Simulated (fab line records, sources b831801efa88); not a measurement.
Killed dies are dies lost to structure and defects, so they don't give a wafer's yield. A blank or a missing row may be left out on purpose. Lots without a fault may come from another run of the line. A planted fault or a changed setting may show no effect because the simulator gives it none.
A struck lot beside a sound one | flow sky130 | 16 steps out of a route of 708
Sound: wafers L838.1, L838.4, L838.6. Struck: wafers L847.2, L847.3, L847.5. The cause comes at the end.
At each step with rows: each side's tool, then ch and its chambers, then its first start. Under that, the readings that differ: sound wafers | struck wafers | difference of the means | sigmas: that difference in standard deviations of wafers without a fault.
alike: readings whose means differ by less than 2 such deviations, and words and numbers that are the same on both sides. not compared: withheld readings, readings that some wafer has no value for, bounds like >300 that may hide the same value, and numbers for which the record gives no deviation and whose values overlap.
The two part at a step that has a row with sigmas, a row that says differs or no value, or rows on one side only. Numbers that don't overlap but have no deviation are shown without sigmas and don't part them. A reading that every wafer of one side lacks parts them only if that side has two wafers or more.

first, 2 steps without rows for these wafers: SKY_METAL4_PEB_11; SKY_METAL4_DEVELOP_12 (develop time 60 s).
SKY_METAL4_CD_MEAS_13: target cd 300 nm.
  sound on cd_sem-01, day 42 19:52; struck on cd_sem-02, day 46 00:10
  alike: cd_nm
SKY_METAL4_OVL_MEAS_14:
  sound on overlay-01, day 42 19:59; struck on overlay-02, day 46 00:16
  alike: METAL4_OVL
SKY_METAL4_DESCUM_15: chemistry O2, time 8 s.
  sound on rie_metal-03 ch 0,1, day 42 20:01; struck on rie_metal-03 ch 1, day 46 00:18
  alike: chamber_pressure_mTorr, drypump_motor_current_A, oes_product_au
  not compared: rf_hours_counter_h
SKY_METAL4_ETCH_16: etches BARC in N2/H2, stops on SiO2, time 88.2 s, target depth 60 nm.
  sound on rie_metal-03 ch 0,1, day 42 20:03; struck on rie_metal-03 ch 1, day 46 00:23
  alike: chamber_pressure_mTorr, drypump_motor_current_A, oes_product_au, throttle_valve_pct
  not compared: rf_hours_counter_h
SKY_METAL4_ETCH_17: etches SiO2 in C4F8/O2/Ar, stops on TiN, time 3.9 s, target depth 15 nm.
  sound on rie_diel-04 ch 0,1,3, day 42 20:09; struck on rie_diel-01 ch 2,3, day 46 00:33
  alike: chamber_pressure_mTorr, oes_product_au
  not compared: rf_hours_counter_h
SKY_METAL4_METAL_ETCH_18: etches the open film in Cl2/BCl3, stops on SiO2, target depth 845 nm, time 183.1 s.
  sound on rie_metal-04 ch 0,1, day 42 20:10; struck on rie_metal-04 ch 1, day 46 00:34
  alike: chamber_pressure_mTorr, drypump_motor_current_A, mfc_cl2_sccm, oes_product_au, throttle_valve_pct
  not compared: rf_hours_counter_h
then, 4 steps without rows for these wafers: SKY_METAL4_STRIP_19 (strips in O2/N2); SKY_METAL4_STRIP_20 (strips in post etch residue remover, time 1200 s); SKY_METAL4_CLEAN_21 (cleans in IPA, time 180 s); SKY_METAL4_CLEAN_22 (cleans in O3/DIW).
SKY_VIA4_HDPCVD_00: deposits SiO2, target thk 1750 nm, time 291.7 s.
  sound on hdpcvd-02 ch 1,2, day 42 20:57; struck on hdpcvd-01 ch 0,1, day 46 01:23
  reading                                  | sound             | struck            | difference | sigmas
  sih4_flow_sccm (sccm)                    | 59.89 60.13 59.93 | 72.35 71.97 72.25 | +12.21     | +72
  model.SiO2_of_VIA4_HDPCVD_00.thk_nm (nm) | 1788 1795 1765    | 2120 2109 2127    | +336       |
  alike: susceptor_temp_C
SKY_VIA4_THK_MEAS_01:
  sound on film_metro-02, day 42 21:08; struck on film_metro-02, day 46 01:34
  reading              | sound          | struck         | difference | sigmas
  VIA4_HDPCVD_THK (nm) | 1787 1796 1767 | 2120 2109 2127 | +335       | +20
SKY_VIA4_CMP_02: polishes SiO2.
  sound on cmp-02 ch 0,1,2, day 42 21:14; struck on cmp-01 ch 0,1,2, day 46 01:43
  alike: head_pressure_psi, motor_current_A, platen_rpm
-- the record jumps here: 3 days lie between the struck wafers' starts before and after (it left off in module VIA4 and takes up again in module PAD_OPEN, whose first step shown is number 708 of the route) --
SKY_PAD_OPEN_PROBE_99:
  sound on prober-02, day 46 16:51; struck on prober-02, day 49 11:46
  alike: defect_limited_yield, killed_at_M0_to_M3, killed_at_M4_up, killed_at_contacts, killed_at_front_end, killed_at_other, killed_dies, killed_open, killed_short, sort_bin_3_pad_short, sort_bin_5_function, sort_bin_6_memory, sort_n_pass, sort_yield_pct

WHERE THEY PART
First at SKY_VIA4_HDPCVD_00; last, within this record, at SKY_VIA4_THK_MEAS_01. Later steps at which nothing parts them and some readings are alike: SKY_VIA4_CMP_02, SKY_PAD_OPEN_PROBE_99.

WHY: what the simulator had put in
Process parameter drift: hdpcvd-01, from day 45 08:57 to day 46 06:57, at SKY_VIA4_HDPCVD_00. Setting sih4_flow_sccm, moved by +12, from 60. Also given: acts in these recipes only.
